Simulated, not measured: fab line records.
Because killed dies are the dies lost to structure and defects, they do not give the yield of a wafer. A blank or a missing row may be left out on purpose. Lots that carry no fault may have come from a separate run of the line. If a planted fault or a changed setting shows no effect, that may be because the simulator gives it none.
Which of the tools did it?    flow gf180mcu    11 lots with 33 wafers sampled at 4 steps, on a route of 602 steps

== WHAT THE GAUGES READ, wafer by wafer ==
GF_NSD_TW_MEAS_12.
lot   measured      on             NSD_TW
L800  day 13 22:26  film metro-02  4224 4250 4256
L802  day 14 05:44  film metro-03  4270 4256 4253
L803  day 14 20:48  film metro-02  4239 4268 4234
L805  day 15 17:15  film metro-03  4233 4241 4255
L806  day 15 21:02  film metro-04  4180 4185 4156
L809  day 16 19:17  film metro-04  4150 4171 4206
L811  day 17 08:02  film metro-03  4254 4266 4262
L812  day 17 21:17  film metro-02  4532 4522 4530 4506 4532 4533
L813  day 18 05:53  film metro-02  4495 4455 4484 4462 4485 4460
L821  day 21 04:23  film metro-04  4194 4169 4220
L822  day 21 08:05  film metro-04  4192 4179 4163

== EACH LOT AND THE TOOL THAT RAN IT (in order: tool; ch and the chambers of the sampled wafers; start) ==
lot   GF_POLY_GATE_STRIP_14                 GF_NSD_IMPLANT_09                GF_NSD_STRIP_11
L800  plasma asher-03 ch 1, day 9 11:17     implanter-04 ch 0, day 13 22:02  plasma asher-03 ch 0,1, day 13 22:20
L802  plasma asher-02 ch 0,1, day 10 01:53  implanter-02 ch 0, day 14 05:20  plasma asher-01 ch 0,1, day 14 05:38
L803  plasma asher-03 ch 0,1, day 10 08:19  implanter-04 ch 0, day 14 20:26  plasma asher-03 ch 0,1, day 14 20:43
L805  plasma asher-02 ch 0,1, day 11 01:25  implanter-02 ch 0, day 15 16:53  plasma asher-01 ch 0,1, day 15 17:10
L806  plasma asher-03 ch 0,1, day 11 06:09  implanter-02 ch 0, day 15 20:38  plasma asher-03 ch 0,1, day 15 20:56
L809  plasma asher-02 ch 0,1, day 12 05:23  implanter-03 ch 0, day 16 18:53  plasma asher-04 ch 0,1, day 16 19:11
L811  plasma asher-04 ch 0,1, day 12 17:35  implanter-02 ch 0, day 17 07:38  plasma asher-03 ch 0,1, day 17 07:56
L812  plasma asher-02 ch 0,1, day 13 01:46  implanter-02 ch 0, day 17 20:53  plasma asher-03 ch 0,1, day 17 21:11
L813  plasma asher-02 ch 0,1, day 13 04:57  implanter-02 ch 0, day 18 05:30  plasma asher-04 ch 0,1, day 18 05:47
L821  plasma asher-02 ch 0,1, day 15 21:03  implanter-04 ch 0, day 21 03:59  plasma asher-01 ch 0,1, day 21 04:17
L822  plasma asher-04 ch 0,1, day 16 01:54  implanter-04 ch 0, day 21 07:41  plasma asher-03 ch 0,1, day 21 07:59
- GF_POLY_GATE_STRIP_14: strips in O2/N2.
- GF_NSD_IMPLANT_09
- GF_NSD_STRIP_11: strips in O2/N2.

== THE ANSWER, worked out from the rows above alone ==
Rule: the lots themselves supply what counts as usual. The widest of any qualifying gaps counts: lots, ordered by their means at a reading, are off when they make up no more than a third of the lots, leave a main group of 4 or more, and stand apart from it by 3 or more times the standard deviation of that group's means. The tables above print the reading to a certain number of digits; a main group whose means all agree to those digits is not used. A lot without any number at a reading at which 4 lots or more have one is off too. The other lots that the step has rows for count as sound.
Off: L812, L813, at GF_NSD_TW_MEAS_12 (NSD_TW). Mean 4219 and standard deviation 36 in the main group.
A tool fits if, at a process step before that reading, it ran every lot that is off, and no sound lot after the first of them. Gauges at GF_NSD_TW_MEAS_12: tried the same way as those tools. 2 tools fit, implanter-02 at GF_NSD_IMPLANT_09 and film metro-02 at GF_NSD_TW_MEAS_12, so this cannot tell which one it is.

== WHAT THE SIMULATOR HAD INSERTED ==
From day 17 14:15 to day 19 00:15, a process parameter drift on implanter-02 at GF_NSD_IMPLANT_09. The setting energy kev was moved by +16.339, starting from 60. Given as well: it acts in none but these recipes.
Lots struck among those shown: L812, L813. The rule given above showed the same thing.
